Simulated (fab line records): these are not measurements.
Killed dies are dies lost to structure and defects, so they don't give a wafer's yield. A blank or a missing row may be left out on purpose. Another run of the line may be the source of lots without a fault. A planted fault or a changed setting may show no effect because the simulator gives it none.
fab line records    flow sky130
record: lots: 11  wafers: 33  last-day: 50
route steps=708 shown LDD_P@265 RES_XHIGH@339 SD_N@350 PAD_OPEN@708
lots that met no fault: taken from a fault-free run of the same line
start-h: hours from the record's opening day to when the first of the lot's shown wafers began    wait-h: how many hours have passed since the lot's step before this one    " the same as in the row above    L1.1+2: a row that stands for several wafers    - no value, or no start was given    * or withheld: withheld    < > ~ a bound
route shown NAME@n: a module of which the file shows steps, and the number in the route of the first    usual: mean and standard deviation over wafers with no fault    same: alike in all rows    chamber/n: place in a boat    sites: per-site readings    _std_site: the values' standard deviation    _edge_site: mean of outer sites minus mean of inner sites    radius-mm: how far each site lies from the wafer's centre    mask NAME#n: copy n    behind: the most recent tool/chamber to have shaped the wafer    hold: what put the lot on hold/how long, in hours/how the hold closed    device: names the non-switching transistor (n, p or np)    end of line: at the end of the route, the tests of the same wafers    step lacking rows: just its recipe    killed: at the first sort, the dies lost to defects and structure; wafer yield is something else    map: the dies of a wafer, with x for killed, . for not killed, _ for no die there
set.NAME: the setting the step ran with; set.NAME@STEP: the setting that earlier step ran with    model.NAME: the simulator's own value behind a step, which no gauge read
the route's steps for a sample of lots (tables are steps, rows are wafers)
services: from which hour (start-h, from the record's first day; less than 0 if before it) a tool's chamber was out of use, for how many hours, and why
== steps ==
step: SKY_LDD_P_STRIP_10
recipe: chemistry: O2/N2  power-w: 1400  pressure-mtorr: 1500  platen-temp-c: withheld  o2-flow-sccm: 3000  n2-flow-sccm: 300  overash-fraction: 0.5
usual: chamber-pressure-mTorr: 1500/4.3  drypump-motor-current-A: 5.6/0.48  oes-product-au: 0.716/0.0049  strip-time-to-endpoint-s: 14.16/0.035
lot.wafer  tool             chamber  start-h  wait-h  chamber-pressure-mTorr  drypump-motor-current-A  oes-product-au  rf-hours-counter-h  strip-time-to-endpoint-s
L583.1     plasma-asher-02  1        434.49   0.1     1500                    6.1                      0.704           61                  14.14
L583.3     "                1        "        "       1501                    6.1                      0.723           -                   14.13
L583.6     "                0        "        "       1498                    4.9                      0.715           -                   14.14
L585.1     plasma-asher-03  0        452.81   0.1     1500                    5.3                      0.716           71                  14.13
L585.2     "                1        "        "       1501                    5.2                      0.714           71                  14.16
L585.4     "                1        "        "       1497                    5.2                      0.723           -                   14.12
L587.1     plasma-asher-02  1        467.74   0.1     1501                    6.2                      0.721           65                  14.26
L587.3     "                1        "        "       1499                    6.2                      0.711           -                   14.20
L587.6     "                1        "        "       1501                    6.2                      0.718           -                   14.20
L588.1     plasma-asher-02  0        486.64   0.1     1501                    4.9                      0.725           67                  14.24
L588.4     "                0        "        "       1500                    4.9                      0.711           -                   14.14
L588.6     "                1        "        "       1499                    6.2                      0.720           -                   14.17
L589.1     plasma-asher-02  1        493.89   0.1     1502                    6.2                      0.713           67                  14.13
L589.2     "                0        "        "       1499                    4.9                      0.719           67                  14.16
L589.6     "                0        "        "       1499                    4.9                      0.716           -                   14.14
L591.3     plasma-asher-03  1        503.23   0.1     1500                    5.3                      0.719           -                   14.15
L591.5     "                1        "        "       1502                    5.3                      0.720           -                   14.14
L591.6     "                0        "        "       1499                    5.3                      0.720           -                   14.12
L597.1     plasma-asher-02  1        562.15   0.1     1499                    6.2                      0.717           74                  14.19
L597.3     "                0        "        "       1501                    4.9                      0.717           -                   14.20
L597.6     "                1        "        "       1501                    6.2                      0.718           -                   14.21
L598.3     plasma-asher-03  0        575.44   0.1     1500                    5.3                      0.717           -                   14.20
L598.4     "                1        "        "       1502                    5.3                      0.721           -                   14.15
L598.5     "                1        "        "       1501                    5.2                      0.715           -                   14.13
L600.2     plasma-asher-02  1        585.60   0.1     1501                    6.2                      0.723           77                  14.14
L600.4     "                0        "        "       1501                    4.9                      0.716           -                   14.19
L600.6     "                0        "        "       1500                    4.9                      0.713           -                   14.14
L606.1     plasma-asher-01  1        633.80   0.1     1500                    5.7                      0.716           20                  14.21
L606.4     "                1        "        "       1497                    5.7                      0.722           -                   14.14
L606.5     "                1        "        "       1498                    5.7                      0.712           -                   14.17
L605.1     plasma-asher-02  0        636.85   0.1     1499                    4.9                      0.711           82                  14.11
L605.2     "                1        "        "       1499                    6.1                      0.711           82                  14.18
L605.3     "                0        "        "       1498                    4.9                      0.720           -                   14.16
step: SKY_RES_XHIGH_IMPLANT_07
recipe: species: BF2  energy-kev: 20  dose-cm2: 3.6e+14  tilt-deg: 0
usual: beam-on-s: 38.8/2.5  faraday-current-uA: 526/33
lot.wafer  tool          chamber  start-h  wait-h  beam-on-s  faraday-current-uA
L583.1     implanter-03  0        620.96   0.1     38.6       529
L583.3     "             0        "        "       38.5       530
L583.6     "             0        "        "       38.8       523
L585.1     implanter-03  0        636.51   0.1     38.5       529
L585.2     "             0        "        "       36.6       551
L585.4     "             0        "        "       38.3       529
L587.1     implanter-04  0        647.40   0.1     37.1       548
L587.3     "             0        "        "       35.9       564
L587.6     "             0        "        "       36.9       548
L588.1     implanter-03  0        667.03   0.1     38.9       519
L588.4     "             0        "        "       37.7       536
L588.6     "             0        "        "       41.2       493
L589.1     implanter-04  0        672.43   0.1     28.5       711
L589.2     "             0        "        "       27.8       732
L589.6     "             0        "        "       28.0       726
L591.3     implanter-04  0        682.36   0.1     28.4       715
L591.5     "             0        "        "       27.7       730
L591.6     "             0        "        "       28.2       720
L597.1     implanter-04  0        738.31   0.1     37.5       539
L597.3     "             0        "        "       35.6       570
L597.6     "             0        "        "       36.1       560
L598.3     implanter-04  0        747.86   0.1     34.6       585
L598.4     "             0        "        "       36.2       562
L598.5     "             0        "        "       37.2       546
L600.2     implanter-04  0        759.32   0.1     37.8       535
L600.4     "             0        "        "       36.5       555
L600.6     "             0        "        "       35.5       571
L606.1     implanter-03  0        801.80   0.1     38.1       530
L606.4     "             0        "        "       37.8       539
L606.5     "             0        "        "       38.1       531
L605.1     implanter-04  0        806.56   0.1     37.1       549
L605.2     "             0        "        "       36.0       563
L605.3     "             0        "        "       38.3       528
step: SKY_RES_XHIGH_TW_MEAS_09
usual: RES_XHIGH_TW: 1644/16
lot.wafer  tool           chamber  start-h  wait-h  RES_XHIGH_TW
L583.1     film-metro-02  -        621.21   0.1     1656
L583.3     "              -        "        "       1648
L583.6     "              -        "        "       1650
L585.1     film-metro-04  -        636.76   0.1     1605
L585.2     "              -        "        "       1605
L585.4     "              -        "        "       1612
L587.1     film-metro-02  -        647.65   0.1     1646
L587.3     "              -        "        "       1645
L587.6     "              -        "        "       1650
L588.1     film-metro-02  -        667.28   0.1     1647
L588.4     "              -        "        "       1644
L588.6     "              -        "        "       1646
L589.1     film-metro-03  -        672.68   0.1     1520
L589.2     "              -        "        "       1516
L589.6     "              -        "        "       1508
L591.3     film-metro-02  -        682.58   0.1     1507
L591.5     "              -        "        "       1512
L591.6     "              -        "        "       1518
L597.1     film-metro-04  -        738.56   0.1     1624
L597.3     "              -        "        "       1634
L597.6     "              -        "        "       1640
L598.3     film-metro-02  -        748.08   0.1     1662
L598.4     "              -        "        "       1652
L598.5     "              -        "        "       1657
L600.2     film-metro-04  -        759.56   0.1     1608
L600.4     "              -        "        "       1627
L600.6     "              -        "        "       1617
L606.1     film-metro-02  -        802.05   0.1     1664
L606.4     "              -        "        "       1673
L606.5     "              -        "        "       1677
L605.1     film-metro-04  -        806.82   0.1     1605
L605.2     "              -        "        "       1616
L605.3     "              -        "        "       1613
step: SKY_SD_N_OVL_MEAS_08
usual: SD_N_OVL: -0.9/1.6
lot.wafer  tool        chamber  start-h  wait-h  SD_N_OVL[nm]
L583.1     overlay-02  -        649.46   0.1     -1.7
L583.3     "           -        "        "       -3.9
L583.6     "           -        "        "       -3.7
L585.1     overlay-01  -        665.32   0.1     -2.1
L585.2     "           -        "        "       1.0
L585.4     "           -        "        "       -2.3
L587.1     overlay-01  -        675.22   0.1     -2.0
L587.3     "           -        "        "       -0.1
L587.6     "           -        "        "       -1.8
L588.1     overlay-02  -        696.37   0.1     -1.3
L588.4     "           -        "        "       -0.9
L588.6     "           -        "        "       -1.4
L589.1     overlay-02  -        699.97   0.1     -1.2
L589.2     "           -        "        "       0.0
L589.6     "           -        "        "       -2.5
L591.3     overlay-02  -        710.62   0.1     -1.7
L591.5     "           -        "        "       1.1
L591.6     "           -        "        "       -0.1
L597.1     overlay-01  -        766.20   0.1     -2.7
L597.3     "           -        "        "       -1.9
L597.6     "           -        "        "       -1.4
L598.3     overlay-01  -        774.97   0.1     3.3
L598.4     "           -        "        "       2.5
L598.5     "           -        "        "       2.9
L600.2     overlay-02  -        786.06   0.1     -2.1
L600.4     "           -        "        "       -2.5
L600.6     "           -        "        "       0.2
L606.1     overlay-02  -        829.10   0.1     -0.3
L606.4     "           -        "        "       0.0
L606.5     "           -        "        "       -1.9
L605.1     overlay-02  -        832.81   0.1     -2.1
L605.2     "           -        "        "       -0.9
L605.3     "           -        "        "       0.0
step: SKY_SD_N_RTA_14
recipe: temp-c: 1075  time-s: 2  idle-temp-c: 650  ramp-up-c-per-s: 150  ramp-down-c-per-s: 90  ambient: N2
usual: lamp-power-pct: 15.73/0.055  wafer_temp_C_max: 1078.2/1.2
lot.wafer  tool           chamber  start-h  wait-h  lamp-power-pct  wafer_temp_C_max
L583.1     rtp-anneal-01  0        650.01   0.0     15.75           1079.9
L583.3     "              0        "        "       15.65           1078.9
L583.6     "              0        "        "       15.79           1077.1
L585.1     rtp-anneal-01  0        665.87   0.0     15.73           1076.4
L585.2     "              0        "        "       15.79           1074.9
L585.4     "              0        "        "       15.79           1079.9
L587.1     rtp-anneal-02  0        675.77   0.0     15.75           1078.0
L587.3     "              0        "        "       15.79           1078.5
L587.6     "              0        "        "       15.74           1076.7
L588.1     rtp-anneal-02  0        696.92   0.0     15.90           1077.9
L588.4     "              0        "        "       15.76           1077.5
L588.6     "              0        "        "       15.73           1078.7
L589.1     rtp-anneal-01  0        700.52   0.0     15.67           1080.8
L589.2     "              0        "        "       15.70           1079.0
L589.6     "              0        "        "       15.66           1078.1
L591.3     rtp-anneal-01  0        711.19   0.0     15.65           1078.9
L591.5     "              0        "        "       15.78           1078.5
L591.6     "              0        "        "       15.74           1078.4
L597.1     rtp-anneal-02  0        766.74   0.0     15.75           1078.8
L597.3     "              0        "        "       15.71           1076.7
L597.6     "              0        "        "       15.75           1078.1
L598.3     rtp-anneal-01  0        775.53   0.0     15.81           1079.9
L598.4     "              0        "        "       15.78           1076.7
L598.5     "              0        "        "       15.70           1079.2
L600.2     rtp-anneal-01  0        786.61   0.0     15.73           1078.9
L600.4     "              0        "        "       15.71           1078.6
L600.6     "              0        "        "       15.69           1077.1
L606.1     rtp-anneal-01  0        829.64   0.0     15.74           1076.9
L606.4     "              0        "        "       15.65           1079.6
L606.5     "              0        "        "       15.74           1077.5
L605.1     rtp-anneal-01  0        833.35   0.0     15.71           1079.1
L605.2     "              0        "        "       15.71           1079.5
L605.3     "              0        "        "       15.73           1076.1
step: SKY_SD_N_RS_MEAS_18
recipe: thk-meas-gauge: four-point-probe
usual: RES_XHIGH_RS: 333.6/1.3
lot.wafer  tool           chamber  start-h  wait-h  RES_XHIGH_RS[ohm/sq]
L583.1     film-metro-04  -        650.42   0.1     335.4
L583.3     "              -        "        "       335.5
L583.6     "              -        "        "       334.5
L585.1     film-metro-02  -        666.28   0.1     332.1
L585.2     "              -        "        "       333.5
L585.4     "              -        "        "       332.2
L587.1     film-metro-04  -        676.18   0.1     333.4
L587.3     "              -        "        "       332.5
L587.6     "              -        "        "       333.1
L588.1     film-metro-03  -        697.33   0.1     333.7
L588.4     "              -        "        "       333.1
L588.6     "              -        "        "       334.6
L589.1     film-metro-04  -        700.93   0.1     411.9
L589.2     "              -        "        "       411.1
L589.6     "              -        "        "       412.9
L591.3     film-metro-03  -        711.66   0.1     413.7
L591.5     "              -        "        "       412.9
L591.6     "              -        "        "       413.0
L597.1     film-metro-04  -        767.16   0.1     331.0
L597.3     "              -        "        "       331.9
L597.6     "              -        "        "       332.5
L598.3     film-metro-02  -        775.97   0.1     334.4
L598.4     "              -        "        "       333.5
L598.5     "              -        "        "       333.4
L600.2     film-metro-02  -        787.04   0.1     333.3
L600.4     "              -        "        "       332.3
L600.6     "              -        "        "       333.9
L606.1     film-metro-02  -        830.06   0.1     335.1
L606.4     "              -        "        "       334.7
L606.5     "              -        "        "       334.3
L605.1     film-metro-02  -        833.77   0.1     335.5
L605.2     "              -        "        "       334.3
L605.3     "              -        "        "       333.9
step: SKY_PAD_OPEN_PROBE_99
usual: killed_at_M0_to_M3: 43/6.7  killed_at_M4_up: 3.1/1.9  killed-at-contacts: 25/5  killed-at-front-end: 15/4  killed-at-other: 0.4/0.69  killed-dies: 87/9.2  killed-open: 46/7.1  killed-short: 40/6.8
same: gross-dies: 492  killed-at-back-side: 0
lot.wafer  tool       chamber  start-h  wait-h  killed_at_M0_to_M3  killed_at_M4_up  killed-at-contacts  killed-at-front-end  killed-at-other  killed-dies  killed-open  killed-short
L598.4     prober-02  -        1168.82  0.2     55                  4                20                  15                   1                95           58           36
L598.5     prober-02  -        1168.87  0.2     42                  2                26                  8                    0                78           43           33
L600.2     prober-01  -        1175.62  0.1     58                  5                29                  11                   0                103          55           48
L600.4     prober-01  -        1175.72  0.2     49                  5                26                  17                   1                98           39           59
L600.6     prober-01  -        1175.82  0.2     47                  3                17                  8                    0                75           43           32
killed by level:class
L598.4 VIA1:geometric-particle:open=18 VIA2:geometric-particle:open=6 METAL1:geometric-particle:short=6 VIA3:geometric-particle:open=6 POLY_GATE:geometric-particle:open=5 LOCAL_INTERCONNECT:geometric-particle:short=5 METAL2:geometric-particle:short=5 LI_CONTACT:geometric-particle:open=4
L598.5 VIA1:geometric-particle:open=12 CONTACT:geometric-particle:open=9 VIA2:geometric-particle:open=9 VIA1:geometric-particle:short=6 LOCAL_INTERCONNECT:geometric-particle:short=5 LI_CONTACT:geometric-particle:short=4 METAL1:geometric-particle:short=4 VIA2:geometric-particle:short=4
L600.2 CONTACT:geometric-particle:open=12 VIA1:geometric-particle:short=11 VIA1:geometric-particle:open=10 VIA3:geometric-particle:open=8 LI_CONTACT:geometric-particle:open=7 METAL2:geometric-particle:short=7 VIA2:geometric-particle:open=7 CONTACT:geometric-particle:short=6
L600.4 VIA1:geometric-particle:open=12 METAL2:geometric-particle:short=9 LI_CONTACT:geometric-particle:open=8 CONTACT:geometric-particle:open=8 FIELD_ISO:geometric-particle:short=6 POLY_GATE:geometric-particle:short=6 VIA1:geometric-particle:short=6 VIA2:geometric-particle:open=5
L600.6 VIA3:geometric-particle:open=8 VIA2:geometric-particle:open=8 VIA1:geometric-particle:open=7 METAL1:geometric-particle:short=6 CONTACT:geometric-particle:open=5 VIA1:geometric-particle:short=4 LI_CONTACT:geometric-particle:open=4 METAL2:geometric-particle:open=4
== services ==
tool             chamber  start-h  hours  kind
plasma-asher-01  -        421.25   9.0    pm
plasma-asher-01  0        421.25   9.0    vent-cycle
plasma-asher-01  1        421.25   9.0    vent-cycle
plasma-asher-01  0        430.25   -      clean
plasma-asher-03  -        431.69   1.5    repair
plasma-asher-03  -        459.36   1.6    repair
plasma-asher-03  -        460.97   4.3    pm
implanter-04     -        529.04   3.2    pm
implanter-04     -        534.56   7.5    repair
implanter-04     -        566.48   2.5    repair
plasma-asher-02  -        587.27   1.8    repair
plasma-asher-03  -        604.10   2.8    pm
implanter-04     -        651.21   9.9    repair
plasma-asher-01  -        653.95   1.4    repair
rtp-anneal-02    -        716.81   5.7    pm
plasma-asher-03  -        717.84   0.6    repair
plasma-asher-03  -        733.75   9.0    pm
plasma-asher-03  0        733.75   9.0    vent-cycle
plasma-asher-03  1        733.75   9.0    vent-cycle
plasma-asher-03  0        742.75   -      clean
plasma-asher-03  1        742.75   -      clean
plasma-asher-03  -        745.64   1.0    repair
implanter-04     -        762.80   2.0    repair
plasma-asher-03  -        823.44   1.9    repair
== key ==
first-sign: step: SKY_RES_XHIGH_IMPLANT_07  reading: faraday-current-uA  direction: up  sigmas: 6  usual: 526  struck: 722
effect: step: SKY_RES_XHIGH_IMPLANT_07  reading: beam-on-s  direction: down  sigmas: 4.2  usual: 38.8  struck: 28.1
effect: step: SKY_RES_XHIGH_TW_MEAS_09  reading: RES_XHIGH_TW  direction: down  sigmas: 7.9  usual: 1644  struck: 1513
effect: step: SKY_SD_N_RS_MEAS_18  reading: RES_XHIGH_RS  direction: up  sigmas: 61  usual: 333.6  struck: 412.6
met-at SKY_RES_XHIGH_IMPLANT_07
struck-lots L589,L591
tester-left-out L589,L591
not-acting-at SKY_LDD_P_STRIP_10,SKY_SD_N_OVL_MEAS_08,SKY_SD_N_RTA_14
onset-between 647.40 672.43
fault: kind: process-parameter-drift  tool: implanter-04  chamber: -  onset-h: 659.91  steps: SKY_RES_XHIGH_IMPLANT_07  channel: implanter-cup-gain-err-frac  offset: 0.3  shape: step  end-h: 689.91
tester-left-out: of these lots the tester's yield and bins aren't shown, on N5 and GAA mostly nor the transistor test; their killed dies are dies lost to structure and defects alone, not to doping, threshold or leakage, so they don't give the yield
